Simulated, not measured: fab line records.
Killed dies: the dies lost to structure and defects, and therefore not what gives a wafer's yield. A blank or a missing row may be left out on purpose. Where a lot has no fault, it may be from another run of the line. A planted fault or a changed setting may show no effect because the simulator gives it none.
A struck lot beside a sound one / flow sky130 / 15 out of 708 route steps
Sound: the wafers L794.1, L794.2, L794.6. Struck: wafer L801.5 (L801.1, L801.4, from the same lot, were not struck and are left out); the cause is given at the end.
At each step with rows: each side's tool, then ch and its chambers, then its first start. Under that, the readings that differ: sound wafers / struck wafers / difference of the means / sigmas: that difference in standard deviations of wafers without a fault.
alike: readings with means less than 2 such deviations apart, plus words and numbers identical on both sides. not compared: withheld readings, readings lacking a value on some wafer, bounds such as >300 that could conceal the same value, and numbers that have no deviation in the record and whose values overlap.
A row with sigmas, a row that says differs or no value, or rows on one side alone: a step with any of these is where the two part. Non-overlapping numbers with no deviation appear without sigmas and do not part them. Lack of a reading on every wafer of one side parts them only where that side has two or more wafers.

first, 2 steps without rows for these wafers: SKY_VIA4_PEB_09; SKY_VIA4_DEVELOP_10 (develop time 60 s).
SKY_VIA4_OVL_MEAS_11:
  sound on overlay-01, day 42 16:37; struck on overlay-02, day 44 13:34
  alike: VIA4_OVL
SKY_VIA4_ETCH_12: etches SiO2 in C4F8/O2/Ar, stops on TiN, target depth 580 nm.
  sound on rieDiel-01 ch 1,2, day 42 16:40; struck on rieDiel-03 ch 0, day 44 13:36
  alike: oesProductAu, rfFwdPowerW
SKY_VIA4_STRIP_13: strips in O2/N2.
  sound on plasmaAsher-01 ch 0,1, day 42 16:46; struck on plasmaAsher-02 ch 1, day 44 13:41
  alike: drypumpMotorCurrentA, o2FlowSccm, oesProductAu, stripTimeToEndpointS
  not compared: rfHoursCounterH
then, 3 steps without rows for these wafers: SKY_VIA4_STRIP_14 (strips in post etch residue remover, time 1200 s); SKY_VIA4_CLEAN_15 (cleans in IPA, time 180 s); SKY_VIA4_CLEAN_16 (cleans in O3/DIW).
SKY_VIA4_SPUTTER_17: material TiN, target thk 20 nm, time 80 s.
  sound on pvdSputter-01, day 42 17:22; struck on pvdSputter-03, day 44 14:16
reading=chamberPressurePa (Pa); sound=5.002 5.006 5.010; struck=4.981; difference=-0.025; sigmas=-3
  alike: throttleValvePct
SKY_VIA4_CVD_18: deposits W, target thk 505 nm, time 152.14 s.
  sound on cvdW-02 ch 0,1, day 42 17:25; struck on cvdW-01 ch 1, day 44 14:20
  alike: heaterPowerW
SKY_VIA4_RS_MEAS_19: measures by four-point-probe.
  sound on filmMetro-03, day 42 17:34; struck on filmMetro-03, day 44 14:29
  alike: VIA4_W_RS
SKY_VIA4_THK_MEAS_20: measures by xrf.
  sound on filmMetro-03, day 42 17:41; struck on filmMetro-03, day 44 14:36
  alike: VIA4_W_THK
SKY_VIA4_CMP_21: polishes, stops on SiO2, t overpolish 25 s, target thk 0 nm.
  sound on cmp-01 ch 0,1, day 42 17:45; struck on cmp-01 ch 3, day 44 14:43
reading=overpolishRunS (s); sound=25.002 24.982 24.993; struck=0.047; difference=-24.945; sigmas=-99 or more
reading=timeToEndpointS (s); sound=129 124 127; struck=194; difference=+67; sigmas=+20
  alike: motorCurrentA, slurryFilterDpKPa
SKY_METAL5_SPUTTER_00: material Ti, target thk 15 nm, time 10 s.
  rows exist in the record for the sound wafers here (pvdSputter-03, day 42 18:03), none for the struck ones
-- the record jumps here: 3 days lie between the struck wafers' starts before and after (it left off in module METAL5 and takes up again in module PAD_OPEN, whose first step shown is number 708 of the route) --
SKY_PAD_OPEN_PROBE_99:
  only the struck wafers here have rows in the record (prober-01, day 47 08:19); the sound ones have none

## WHERE THEY PART
Last at SKY_PAD_OPEN_PROBE_99 as far as this record goes, first at SKY_VIA4_SPUTTER_17.

WHY: the cause the simulator had injected
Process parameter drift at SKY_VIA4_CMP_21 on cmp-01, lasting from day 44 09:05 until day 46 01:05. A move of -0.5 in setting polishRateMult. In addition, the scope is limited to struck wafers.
